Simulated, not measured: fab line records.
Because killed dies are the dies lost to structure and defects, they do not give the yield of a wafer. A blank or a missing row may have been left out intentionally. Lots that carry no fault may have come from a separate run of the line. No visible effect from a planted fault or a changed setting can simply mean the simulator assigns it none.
Which tool was responsible? | flow sky130 | 12 lots with 36 wafers sampled at 3 steps, on a route of 708 steps

== WHAT THE GAUGES READ, wafer by wafer ==
SKY_SD_N_RS_MEAS_18: measurement is done with a four-point probe. Usual: for RES_XHIGH_RS the level is 333.3 ohm/sq and the standard deviation is 1.1.
lot  | measured     | on           | RES_XHIGH_RS (ohm/sq) | flag
L496 | day 29 05:35 | filmMetro-02 | 333.2 333.6 333.2     | 
L497 | day 29 17:10 | filmMetro-03 | 333.6 333.8 333.1     | 
L498 | day 29 20:56 | filmMetro-03 | 332.8 332.5 334.0     | 
L499 | day 29 23:07 | filmMetro-01 | 332.5 332.9 331.3     | 
L500 | day 30 08:37 | filmMetro-03 | 335.3 332.6 333.1     | 
L501 | day 30 18:44 | filmMetro-02 | 333.1 333.4 333.2     | 
L502 | day 31 02:49 | filmMetro-02 | 335.4 333.0 334.3     | 
L503 | day 31 05:45 | filmMetro-01 | 332.1 332.0 331.4     | 
L508 | day 33 16:07 | filmMetro-03 | 335.6 335.3 335.8     | 
L512 | day 34 01:47 | filmMetro-03 | 332.7 332.6 331.5     | 
L513 | day 34 08:53 | filmMetro-03 | 333.6 332.6 333.3     | 
L514 | day 34 19:28 | filmMetro-03 | 333.7 333.9 332.0     | 

== WHAT TOOL EACH LOT RAN ON (gives the tool, then ch and the chambers of the sampled wafers, and finally the start) ==
lot  | SKY_NWELL_DEHYDRATE_03          | SKY_POLY_CUT_ETCH_10
L496 | lithoTrack-02 ch 0, day 5 01:55 | rieDiel-01 ch 0,2,3, day 25 16:02
L497 | lithoTrack-01 ch 0, day 5 11:56 | rieDiel-02 ch 0,1,2, day 26 04:37
L498 | lithoTrack-02 ch 0, day 5 12:44 | rieDiel-03 ch 0,2,3, day 26 07:18
L499 | lithoTrack-02 ch 0, day 5 15:20 | rieDiel-02 ch 0,2,3, day 26 09:16
L500 | lithoTrack-03 ch 0, day 5 23:07 | rieDiel-01 ch 2,3, day 26 19:49
L501 | lithoTrack-01 ch 0, day 6 05:19 | rieDiel-01 ch 0,1,2, day 27 06:18
L502 | lithoTrack-01 ch 0, day 6 09:14 | rieDiel-01 ch 0,3, day 27 14:31
L503 | lithoTrack-02 ch 0, day 6 12:59 | rieDiel-03 ch 1,2, day 27 17:18
L508 | lithoTrack-02 ch 0, day 7 22:20 | rieDiel-01 ch 0,1, day 30 05:37
L512 | lithoTrack-03 ch 0, day 8 17:26 | rieDiel-01 ch 0,3, day 30 15:36
L513 | lithoTrack-01 ch 0, day 8 23:10 | rieDiel-01 ch 0,1, day 30 22:22
L514 | lithoTrack-01 ch 0, day 9 06:02 | rieDiel-03 ch 0,1,2, day 31 07:34
- SKY_NWELL_DEHYDRATE_03: time 60 s.
- SKY_POLY_CUT_ETCH_10: etches BARC in N2/H2, stops on SiO2, time 45.9 s, target depth 60 nm.

== WHAT THE TOOLS THEMSELVES READ (means of the sampled wafers that have a number; where no wafer has one, the mark that the record gives instead) ==
SKY_NWELL_DEHYDRATE_03. Usual: exhaustPa 44.7 Pa, standard deviation 0.82; heaterPowerTotalW 160.38 W, standard deviation 0.13; runLengthS 89.11 s, standard deviation 0.16.
lot  | tool          | exhaustPa (Pa) | heaterPowerTotalW (W) | runLengthS (s) | flag
L496 | lithoTrack-02 | 44.8           | 160.34                | 89.05          | 
L497 | lithoTrack-01 | 44.0           | 160.43                | 89.15          | 
L498 | lithoTrack-02 | 44.7           | 160.44                | 88.99          | 
L499 | lithoTrack-02 | 45.4           | 160.32                | 88.96          | 
L500 | lithoTrack-03 | 44.0           | 160.41                | 89.23          | 
L501 | lithoTrack-01 | 44.9           | 160.27                | 89.19          | 
L502 | lithoTrack-01 | 45.2           | 160.50                | 89.08          | 
L503 | lithoTrack-02 | 45.2           | 160.43                | 88.98          | 
L508 | lithoTrack-02 | 44.6           | 160.42                | 88.97          | 
L512 | lithoTrack-03 | 45.6           | 160.47                | 89.33          | 
L513 | lithoTrack-01 | 44.9           | 160.30                | 95.37          | OFF
L514 | lithoTrack-01 | 44.4           | 160.46                | 95.33          | OFF

SKY_POLY_CUT_ETCH_10. Usual: drypumpMotorCurrentA 5.6 A, standard deviation 0.48; oesProductAu 0.855 a.u., standard deviation 0.0047; throttleValvePct 13.225 %, standard deviation 0.0088.
lot  | tool       | drypumpMotorCurrentA (A) | oesProductAu (a.u.) | throttleValvePct (%) | flag
L496 | rieDiel-01 | 5.5                      | 0.856               | 13.225               | 
L497 | rieDiel-02 | 5.3                      | 0.857               | 13.227               | 
L498 | rieDiel-03 | 5.8                      | 0.855               | 13.220               | 
L499 | rieDiel-02 | 5.4                      | 0.858               | 13.228               | 
L500 | rieDiel-01 | 5.4                      | 0.853               | 13.230               | 
L501 | rieDiel-01 | 5.6                      | 0.855               | 13.228               | 
L502 | rieDiel-01 | 5.1                      | 0.859               | 13.216               | 
L503 | rieDiel-03 | 6.1                      | 0.858               | 13.216               | 
L508 | rieDiel-01 | 5.4                      | 0.858               | 13.222               | 
L512 | rieDiel-01 | 5.3                      | 0.854               | 13.222               | 
L513 | rieDiel-01 | 5.4                      | 0.854               | 13.221               | 
L514 | rieDiel-03 | 5.8                      | 0.855               | 13.227               | 

== THE ANSWER, worked out from the rows above alone ==
Rule: a lot is off if the mean of its wafers that have a number lies more than 3 standard deviations from the usual mean. A lot without any number at a reading at which 4 lots or more have one is off too. Any other lot the step has rows for is counted as sound. Order of review: gauges by route order, followed by the tools' own readings, for which a lot's mean as printed above is used. At the first step where some lot is off, the reading lying furthest off is the one used; lots without a number count as furthest.
Off at SKY_NWELL_DEHYDRATE_03 (runLengthS): L513, L514.
A tool fits if, at that step or a process step before it, it ran every lot that is off, and no sound lot after the first of them. One fits: SKY_NWELL_DEHYDRATE_03 on lithoTrack-01. A fault onset in the window from L502 (day 6 09:14, its last sound lot) to L513 (day 8 23:10, its first lot off) fits.
On the lots that are off, the tool's own readings at SKY_NWELL_DEHYDRATE_03 differ by more than 5 times the standard deviation of the sound lots' means, which bears it out; runLengthS reads 95.35 s there versus 89.09 s on the sound lots.

== WHAT WAS PUT IN BY THE SIMULATOR ==
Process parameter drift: lithoTrack-01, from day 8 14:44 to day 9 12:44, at SKY_NWELL_DEHYDRATE_03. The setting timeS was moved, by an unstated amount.
Struck lots among those shown: L513, L514. The rule above found the same.
